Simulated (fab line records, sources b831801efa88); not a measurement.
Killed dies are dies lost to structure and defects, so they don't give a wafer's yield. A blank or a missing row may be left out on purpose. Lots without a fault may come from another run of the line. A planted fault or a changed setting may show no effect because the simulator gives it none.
Split-lot experiment | flow gf180mcu | 5 lots, 27 wafers read, on a route of 602 steps

THE SPLIT
At GF_STI_CVD_03 (deposits Si3N4 from DCS/NH3, target thk 207.16 nm, time 3551 s), the setting time_s was moved away from the recipe's 3551 s on 24 of the 27 wafers read, by -43.8% to +55.9%. The other wafers ran this setting at the recipe's value.

FROM THE SPLIT TO THE READING: what the file shows between them, 4 steps
- GF_STI_THK_MEAS_04
- GF_STI_DEHYDRATE_05: time 60 s
- GF_STI_HMDS_06: prime time 60 s
- GF_STI_DEVELOP_11: develop time 60 s

THE READING
oes_product_au, in a.u., at GF_STI_ETCH_13 (etches the open film in CHF3/O2, stops on Si, target depth 282.31 nm, time 112.9 s). Fault-free wafers of this fab line usually give 0.832 a.u., standard deviation 0.0063 a.u..

wafer  | tool, chamber at the split | time_s as run, s | against the recipe | oes_product_au, a.u. | against lot-mates on the recipe
L075.1 | -, -                       | 5025             | +41.5%             | 1.003                | no lot-mate on the recipe
L075.2 | -, -                       | 5025             | +41.5%             | 0.984                | no lot-mate on the recipe
L075.3 | -, -                       | 5025             | +41.5%             | 0.998                | no lot-mate on the recipe
L075.4 | -, -                       | 5025             | +41.5%             | 0.997                | no lot-mate on the recipe
L075.5 | -, -                       | 5025             | +41.5%             | 0.999                | no lot-mate on the recipe
L075.6 | -, -                       | 5025             | +41.5%             | 1.000                | no lot-mate on the recipe
L076.2 | lpcvd-02, 0                | 3551             | recipe             | 0.836                | -
L076.4 | lpcvd-02, 0                | 3551             | recipe             | 0.829                | -
L076.6 | lpcvd-02, 0                | 3551             | recipe             | 0.837                | -
L078.1 | -, -                       | 1995             | -43.8%             | 0.633                | no lot-mate on the recipe
L078.2 | -, -                       | 1995             | -43.8%             | 0.638                | no lot-mate on the recipe
L078.3 | -, -                       | 1995             | -43.8%             | 0.633                | no lot-mate on the recipe
L078.4 | -, -                       | 1995             | -43.8%             | 0.636                | no lot-mate on the recipe
L078.5 | -, -                       | 1995             | -43.8%             | 0.641                | no lot-mate on the recipe
L078.6 | -, -                       | 1995             | -43.8%             | 0.641                | no lot-mate on the recipe
L082.1 | -, -                       | 5537             | +55.9%             | 0.996                | no lot-mate on the recipe
L082.2 | -, -                       | 5537             | +55.9%             | 1.017                | no lot-mate on the recipe
L082.3 | -, -                       | 5537             | +55.9%             | 1.009                | no lot-mate on the recipe
L082.4 | -, -                       | 5537             | +55.9%             | 1.013                | no lot-mate on the recipe
L082.5 | -, -                       | 5537             | +55.9%             | 1.005                | no lot-mate on the recipe
L082.6 | -, -                       | 5537             | +55.9%             | 1.010                | no lot-mate on the recipe
L085.1 | -, -                       | 2690             | -24.2%             | 0.726                | no lot-mate on the recipe
L085.2 | -, -                       | 2690             | -24.2%             | 0.717                | no lot-mate on the recipe
L085.3 | -, -                       | 2690             | -24.2%             | 0.730                | no lot-mate on the recipe
L085.4 | -, -                       | 2690             | -24.2%             | 0.731                | no lot-mate on the recipe
L085.5 | -, -                       | 2690             | -24.2%             | 0.725                | no lot-mate on the recipe
L085.6 | -, -                       | 2690             | -24.2%             | 0.728                | no lot-mate on the recipe

THE FIT
A straight line over all 27 wafers: oes_product_au changes by +0.00384 a.u. for each +1% of time_s; r = +0.99; the points scatter about the line by 0.018 a.u..
Too few moved wafers have a lot-mate on the recipe to fit a line with each lot's own level taken away.

THE WHOLE CHAIN: every reading that the file lists as answering this split, in the file's order
step               | what it does                                                                       | reading                                                                     | change (the file's fit)                   | r (the file's)
GF_STI_CVD_03      | deposits Si3N4 from DCS/NH3, target thk 207.16 nm, time 3551 s                     | Si3N4_of_STI_CVD_03.thk_nm (the simulator's own value, which no gauge read) | +2.05 nm for each +1% of the setting      | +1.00
GF_STI_THK_MEAS_04 |                                                                                    | STI_CVD_03_THK                                                              | +2.05 for each +1% of the setting         | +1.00
GF_STI_ETCH_13     | etches the open film in CHF3/O2, stops on Si, target depth 282.31 nm, time 112.9 s | oes_product_au                                                              | +0.00384 a.u. for each +1% of the setting | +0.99
GF_STI_ETCH_13     | etches the open film in CHF3/O2, stops on Si, target depth 282.31 nm, time 112.9 s | etch.depth_nm (the simulator's own value, which no gauge read)              | +1.77 nm for each +1% of the setting      | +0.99

THE FILE'S OWN FIT
oes_product_au changes by +0.00384 a.u. for each +1% of time_s, r = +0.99.
